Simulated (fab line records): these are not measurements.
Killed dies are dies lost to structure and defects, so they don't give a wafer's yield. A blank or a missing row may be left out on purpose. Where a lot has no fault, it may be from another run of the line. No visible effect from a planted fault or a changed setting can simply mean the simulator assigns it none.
What tool caused it?	flow gf180mcu	Sampling: 13 lots, 39 wafers, 5 of 602 route steps

## WHAT THE GAUGES READ, wafer by wafer
GF_M3_THK_MEAS_06: measures by xrf.
lot	measured	on	M3_ALCU_THK (nm)
L580	day 20 11:08	filmMetro-03	440 435 436
L581	day 21 08:12	filmMetro-02	447 448 450
L582	day 21 09:19	filmMetro-02	447 445 447
L583	day 21 14:22	filmMetro-01	443 436 434
L584	day 22 06:20	filmMetro-03	444 438 439
L585	day 22 17:23	filmMetro-03	454 448 448
L587	day 23 04:19	filmMetro-02	446 442 447
L586	day 23 05:20	filmMetro-03	436 450 450
L588	day 23 13:10	filmMetro-03	440 447 443
L589	day 23 20:59	filmMetro-02	452 448 442
L593	day 24 22:33	filmMetro-03	444 444 447
L595	day 25 14:28	filmMetro-03	443 441 447
L603	day 27 18:38	filmMetro-01	447 446 455

GF_M3_CD_MEAS_14: target cd 280 nm.
lot	measured	on	cdNm (nm)
L580	day 21 11:17	cdSem-02	278.6 278.3 279.1
L581	day 22 07:11	cdSem-02	280.0 281.0 280.1
L582	day 22 09:09	cdSem-02	281.5 280.8 283.0
L583	day 22 13:42	cdSem-01	277.8 278.9 279.0
L584	day 23 05:13	cdSem-02	280.5 280.4 280.6
L585	day 23 15:42	cdSem-02	279.4 279.4 280.1
L587	day 24 02:02	cdSem-02	280.3 281.1 282.4
L586	day 24 03:26	cdSem-02	278.8 279.2 278.4
L588	day 24 10:39	cdSem-01	282.5 283.2 282.2
L589	day 24 18:32	cdSem-01	278.8 278.9 279.6
L593	day 25 19:34	cdSem-02	279.8 279.5 279.9
L595	day 26 11:10	cdSem-01	280.8 279.8 279.3
L603	day 28 13:59	cdSem-02	280.4 279.9 279.9

GF_V3_THK_MEAS_01.
lot	measured	on	V3_CVD_00_THK (nm)
L580	day 21 12:09	filmMetro-03	602 595 601
L581	day 22 08:03	filmMetro-03	603 601 604
L582	day 22 10:02	filmMetro-01	608 597 595
L583	day 22 14:35	filmMetro-04	601 601 602
L584	day 23 06:29	filmMetro-04	593 595 593
L585	day 23 17:01	filmMetro-03	600 609 603
L587	day 24 03:01	filmMetro-03	606 612 613
L586	day 24 04:25	filmMetro-03	597 603 601
L588	day 24 12:02	filmMetro-03	598 596 597
L589	day 24 19:33	filmMetro-03	599 601 604
L593	day 25 20:25	filmMetro-03	598 300 599
L595	day 26 12:04	filmMetro-04	586 298 585
L603	day 28 14:51	filmMetro-01	601 601 598

## WHAT TOOL EACH LOT RAN ON (gives the tool, then ch and the chambers of the sampled wafers, and finally the start)
lot	GF_M3_SPUTTER_02	GF_V3_CVD_00
L580	pvdSputter-01, day 20 10:55	hdpcvd-02 ch 0,1,2, day 21 12:04
L581	pvdSputter-02, day 21 07:58	hdpcvd-01 ch 0,2, day 22 07:58
L582	pvdSputter-01, day 21 09:06	hdpcvd-02 ch 1,2, day 22 09:58
L583	pvdSputter-02, day 21 14:10	hdpcvd-02 ch 0,1,2, day 22 14:30
L584	pvdSputter-01, day 22 06:07	hdpcvd-02 ch 0,1,2, day 23 06:25
L585	pvdSputter-03, day 22 17:10	hdpcvd-01 ch 0,1,2, day 23 16:56
L587	pvdSputter-01, day 23 04:06	hdpcvd-02 ch 1,2, day 24 02:56
L586	pvdSputter-02, day 23 05:07	hdpcvd-01 ch 0,2, day 24 04:19
L588	pvdSputter-02, day 23 12:58	hdpcvd-02 ch 1,2, day 24 11:56
L589	pvdSputter-01, day 23 20:46	hdpcvd-02 ch 1,2, day 24 19:26
L593	pvdSputter-01, day 24 22:19	hdpcvd-02 ch 0,2, day 25 20:19
L595	pvdSputter-01, day 25 14:16	hdpcvd-02 ch 0,1, day 26 12:00
L603	pvdSputter-02, day 27 18:25	hdpcvd-01 ch 0,2, day 28 14:45
- GF_M3_SPUTTER_02: material AlCu, target thk 450 nm, time 23.9 s.
- GF_V3_CVD_00: deposits SiO2, target thk 600 nm, time 100 s.

## WHAT THE TOOLS THEMSELVES READ (means of the sampled wafers that have a number; where no wafer has one, the mark that the record gives instead)
GF_M3_SPUTTER_02.
lot	tool	cathodeDcPowerW (W)	throttleValvePct (%)
L580	pvdSputter-01	10599	29.7
L581	pvdSputter-02	10598	29.2
L582	pvdSputter-01	10599	29.4
L583	pvdSputter-02	10599	29.3
L584	pvdSputter-01	10601	29.7
L585	pvdSputter-03	10601	29.7
L587	pvdSputter-01	10601	29.8
L586	pvdSputter-02	10600	29.8
L588	pvdSputter-02	10600	29.6
L589	pvdSputter-01	10602	29.9
L593	pvdSputter-01	10598	30.7
L595	pvdSputter-01	10599	30.5
L603	pvdSputter-02	10602	29.7

GF_V3_CVD_00.
lot	tool	pressureMtorr (mTorr)	sih4FlowSccm (sccm)
L580	hdpcvd-02	6.005	60.14
L581	hdpcvd-01	5.999	59.83
L582	hdpcvd-02	6.003	60.11
L583	hdpcvd-02	6.012	60.05
L584	hdpcvd-02	5.998	60.02
L585	hdpcvd-01	5.993	59.98
L587	hdpcvd-02	5.982	59.97
L586	hdpcvd-01	5.987	60.19
L588	hdpcvd-02	6.001	60.04
L589	hdpcvd-02	5.988	60.13
L593	hdpcvd-02	5.997	49.94
L595	hdpcvd-02	6.014	49.93
L603	hdpcvd-01	5.996	59.94

## THE ANSWER, worked out from the rows above alone
Rule: what is usual is taken from the lots themselves. Put in order of their means at a reading, lots are off if they are a third of the lots or fewer, leave a main group of 4 or more, and stand apart from it by a gap of 3 or more times the standard deviation of the main group's means; of several such gaps the widest counts. Not used: any main group whose means are identical at the precision the tables above print for the reading. A lot without any number at a reading at which 4 lots or more have one is off too. Where the step has rows for the other lots, those lots are counted as sound. The gauges are gone through in route order, then the tools' own readings, and for those a lot's mean is taken as printed above. At the first step where some lot is off, the reading lying furthest off is the one used; lots without a number count as furthest.
Off: L593, L595, at GF_V3_THK_MEAS_01 (V3_CVD_00_THK). Main group: mean 601 nm, sd 4.
If a tool, at a process step before that reading, ran all the lots that are off and no sound lot after the first of them, it fits. The gauges at GF_V3_THK_MEAS_01 aren't tried: what is off there is off at GF_V3_CVD_00 too, on other tools, and a gauge's error can't cause that. 2 tools fit, pvdSputter-01 at GF_M3_SPUTTER_02 and hdpcvd-02 at GF_V3_CVD_00, so this cannot tell which one it is.

## WHAT THE SIMULATOR HAD INSERTED
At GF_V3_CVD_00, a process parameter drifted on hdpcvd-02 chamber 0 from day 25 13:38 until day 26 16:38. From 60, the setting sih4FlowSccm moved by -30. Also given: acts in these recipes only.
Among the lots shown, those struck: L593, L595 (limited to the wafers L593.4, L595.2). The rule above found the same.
